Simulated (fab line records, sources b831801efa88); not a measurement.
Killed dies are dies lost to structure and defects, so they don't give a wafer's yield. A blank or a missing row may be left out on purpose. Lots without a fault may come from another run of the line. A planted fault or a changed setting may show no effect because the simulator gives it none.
Chamber matching | flow gf180mcu | GF_SAB_ETCH_11 on rie_diel-04: 4 sister chambers
The step etches SiO2 in C4F8/O2/Ar, target depth 55 nm, time 8.5 s. 18 wafers are shown with their chamber, then 9 later ones without.

WAFERS WITH THEIR CHAMBER
wafer  | chamber | oes_product_au (a.u.)
L075.2 | 3       | 1.001
L075.3 | 1       | 1.004
L075.4 | 0       | 0.999
L076.1 | 3       | 1.009
L076.2 | 1       | 1.006
L076.4 | 0       | 1.004
L080.2 | 1       | 0.988
L080.3 | 0       | 0.997
L080.4 | 3       | 1.003
L083.3 | 2       | 0.998
L083.5 | 0       | 0.997
L083.6 | 3       | 0.995
L084.2 | 1       | 1.010
L084.3 | 0       | 1.002
L084.4 | 3       | 1.006
L085.3 | 1       | 0.990
L085.4 | 2       | 1.003
L085.6 | 3       | 1.001

SIGNATURES (means of the wafers above)
reading        | chamber 0 | chamber 1 | chamber 2 | chamber 3 | scatter within a chamber
oes_product_au | 0.99980   | 0.99960   | 1.00050   | 1.00250   | 0.00634
Rule: a wafer's distance from a chamber is the root of the sum, over the readings, of the square of ((its reading less the chamber's mean) divided by the reading's scatter). The wafer belongs to the nearest chamber; if the next one is less than 2 further off, it can't be placed. The scatter: the root of (the sum of the squares of (reading less its chamber's mean) over the shown wafers, divided by (wafers less chambers)).

WAFERS WITHOUT THEIR CHAMBER
wafer  | oes_product_au (a.u.)
L086.4 | 0.997
L086.5 | 0.985
L086.6 | 0.993
L087.1 | 0.990
L087.5 | 1.002
L087.6 | 0.991
L090.2 | 1.007
L090.3 | 1.003
L090.5 | 1.005

WHICH CHAMBER EACH WENT THROUGH
wafer  | from the rows above               | in truth
L086.4 | can't be placed: 1 or 0 or 2 or 3 | 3
L086.5 | can't be placed: 1 or 0 or 2 or 3 | 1
L086.6 | can't be placed: 1 or 0 or 2 or 3 | 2
L087.1 | can't be placed: 1 or 0 or 2 or 3 | 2
L087.5 | can't be placed: 3 or 2 or 0 or 1 | 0
L087.6 | can't be placed: 1 or 0 or 2 or 3 | 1
L090.2 | can't be placed: 3 or 2 or 0 or 1 | 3
L090.3 | can't be placed: 3 or 2 or 0 or 1 | 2
L090.5 | can't be placed: 3 or 2 or 0 or 1 | 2
Placed correctly: 0 of 9. Can't be placed from these rows: 9 (the true chamber is among the candidates in 9). Placed wrongly: 0.
